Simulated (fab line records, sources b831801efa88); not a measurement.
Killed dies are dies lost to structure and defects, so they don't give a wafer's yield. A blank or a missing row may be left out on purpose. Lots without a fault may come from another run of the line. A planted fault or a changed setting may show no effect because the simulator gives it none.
A struck lot beside a sound one | flow sky130 | 43 steps out of a route of 708
Sound: wafers L925.2, L925.3, L925.4. Struck: wafers L928.4, L928.5, L928.6. The cause comes at the end.
At each step with rows: each side's tool, then ch and its chambers, then its first start. Under that, the readings that differ: sound wafers | struck wafers | difference of the means | sigmas: that difference in standard deviations of wafers without a fault.
alike: readings whose means differ by less than 2 such deviations, and words and numbers that are the same on both sides. not compared: withheld readings, readings that some wafer has no value for, bounds like >300 that may hide the same value, and numbers for which the record gives no deviation and whose values overlap.
The two part at a step that has a row with sigmas, a row that says differs or no value, or rows on one side only. Numbers that don't overlap but have no deviation are shown without sigmas and don't part them. A reading that every wafer of one side lacks parts them only if that side has two wafers or more.

SKY_GATE_OXIDE_TW_MEAS_14:
  sound on film_metro-04, day 14 17:50; struck on film_metro-04, day 15 05:49
  alike: GATE_OXIDE_TW
then, 3 steps without rows for these wafers: SKY_GATE_OXIDE_CLEAN_15 (cleans in SC1/SC2, time 150 s); SKY_GATE_OXIDE_OXIDATION_16 (stabilise 600 s, purge 300 s, target thk 3.57 nm); SKY_POLY_GATE_CVD_00 (deposits poly-Si, target thk 180 nm, time 720 s).
SKY_POLY_GATE_THK_MEAS_01:
  sound on film_metro-04, day 14 21:21; struck on film_metro-02, day 15 09:16
  alike: POLY_GATE_CVD_00_THK
then, 7 steps without rows for these wafers: SKY_RES_PROTECT_DEHYDRATE_00 (time 60 s); SKY_RES_PROTECT_HMDS_01 (prime time 60 s); SKY_RES_PROTECT_COAT_02 (resist thk 1140 nm); SKY_RES_PROTECT_SOFTBAKE_03 (time 60 s); SKY_RES_PROTECT_EXPOSE_04 (exposes mask RPM, target cd 1270 nm); SKY_RES_PROTECT_PEB_05; SKY_RES_PROTECT_DEVELOP_06 (develop time 60 s).
SKY_POLY_GATE_IMPLANT_02:
  sound on implanter-03 ch 0, day 16 00:00; struck on implanter-03 ch 0, day 16 12:49
SKY_RES_PROTECT_STRIP_07: strips in O2/N2.
  sound on plasma_asher-02 ch 0,1, day 16 00:07; struck on plasma_asher-04 ch 0,1, day 16 12:56
  alike: drypump_motor_current_A, oes_product_au, strip_time_to_endpoint_s
  not compared: rf_hours_counter_h
SKY_RES_PROTECT_TW_MEAS_08:
  sound on film_metro-01, day 16 00:14; struck on film_metro-04, day 16 13:02
  alike: POLY_GATE_TW
then, 2 steps without rows for these wafers: SKY_RES_PROTECT_CLEAN_09 (cleans in SC1/SC2, time 150 s); SKY_POLY_GATE_CVD_03 (deposits Si3N4 from DCS/NH3, target thk 75 nm, time 1290 s).
SKY_POLY_GATE_THK_MEAS_04:
  sound on film_metro-04, day 16 02:47; struck on film_metro-03, day 16 15:00
  alike: POLY_GATE_CVD_03_THK
then, 8 steps without rows for these wafers: SKY_POLY_GATE_DEHYDRATE_05 (time 60 s); SKY_POLY_GATE_HMDS_06 (prime time 60 s); SKY_POLY_GATE_COAT_07 (resist thk 110 nm); SKY_POLY_GATE_COAT_08 (resist thk 450 nm); SKY_POLY_GATE_SOFTBAKE_09 (time 90 s); SKY_POLY_GATE_EXPOSE_10 (exposes mask P1M, target cd 150 nm); SKY_POLY_GATE_PEB_11; SKY_POLY_GATE_DEVELOP_12 (develop time 60 s).
SKY_POLY_GATE_CD_MEAS_13: target cd 150 nm.
  sound on cd_sem-01, day 17 08:40; struck on cd_sem-01, day 17 20:53
  alike: cd_nm
SKY_POLY_GATE_OVL_MEAS_14:
  sound on overlay-02, day 17 08:46; struck on overlay-02, day 17 20:58
  alike: POLY_GATE_OVL
SKY_POLY_GATE_ETCH_15: etches BARC in N2/H2, stops on SiO2, time 118.5 s, target depth 110 nm.
  sound on rie_diel-01 ch 0,1,2, day 17 08:48; struck on rie_diel-01 ch 0,1, day 17 20:59
  alike: drypump_motor_current_A, oes_product_au, throttle_valve_pct
  not compared: rf_hours_counter_h
SKY_POLY_GATE_ETCH_16: etches Si3N4 in CH3F/O2, stops on poly-Si, time 147.5 s, target depth 75 nm.
  sound on rie_diel-01 ch 0,1,2, day 17 08:53; struck on rie_diel-01 ch 0,1, day 17 21:04
  alike: drypump_motor_current_A, oes_product_au, throttle_valve_pct
  not compared: rf_hours_counter_h
SKY_POLY_GATE_ETCH_17: etches poly-Si in HBr/Cl2, stops on SiO2, target depth 180 nm, time 70.5 s.
  sound on rie_si-01 ch 0,2,3, day 17 08:59; struck on rie_si-01 ch 0,1,2, day 17 21:10
  alike: drypump_motor_current_A, oes_product_au, throttle_valve_pct
  not compared: rf_hours_counter_h
SKY_POLY_GATE_STRIP_18: strips in O2/N2.
  sound on plasma_asher-02 ch 0,1, day 17 09:02; struck on plasma_asher-02 ch 0,1, day 17 21:15
  alike: drypump_motor_current_A, oes_product_au, strip_time_to_endpoint_s
  not compared: rf_hours_counter_h
then, 2 steps without rows for these wafers: SKY_POLY_GATE_CLEAN_19 (cleans in SC1/SC2, time 150 s); SKY_POLY_GATE_OXIDATION_20 (stabilise 600 s, purge 300 s, target thk 4 nm).
SKY_POLY_GATE_THK_MEAS_21:
  sound on film_metro-03, day 17 10:34; struck on film_metro-03, day 17 23:55
  alike: POLY_GATE_OXIDATION_THK
SKY_POLY_GATE_CD_MEAS_22:
  sound on cd_sem-02, day 17 10:38; struck on cd_sem-02, day 18 00:02
  alike: cd_nm
then, 6 steps without rows for these wafers: SKY_LDD_N_DEHYDRATE_00 (time 60 s); SKY_LDD_N_HMDS_01 (prime time 60 s); SKY_LDD_N_COAT_02 (resist thk 300 nm); SKY_LDD_N_SOFTBAKE_03 (time 60 s); SKY_LDD_N_EXPOSE_04 (exposes mask NTM, target cd 840 nm); SKY_LDD_N_PEB_05.
-- the record jumps here: 29 days lie between the struck wafers' starts before and after (it left off in module LDD_N and takes up again in module PAD_OPEN, whose first step shown is number 708 of the route) --
SKY_PAD_OPEN_PROBE_99:
  sound on prober-01, day 46 14:31; struck on prober-02, day 46 20:17
  reading                                        | sound                 | struck              | difference | sigmas
  model.etest.res_poly.rs_ohm_sq_rim_less_centre | 0.1456 -0.5483 0.2395 | -3.12 -1.763 -2.454 | -2.39      |
  model.etest.res_poly.rs_ohm_sq_range           | 1.294 1.545 1.12      | 3.674 2.856 3.196   | +1.922     |
  alike: killed_at_M0_to_M3, killed_at_M4_up, killed_at_contacts, killed_at_front_end, killed_at_other, killed_dies, killed_open, killed_short

WHERE THEY PART
Nowhere in this record.

WHY: what the simulator had put in
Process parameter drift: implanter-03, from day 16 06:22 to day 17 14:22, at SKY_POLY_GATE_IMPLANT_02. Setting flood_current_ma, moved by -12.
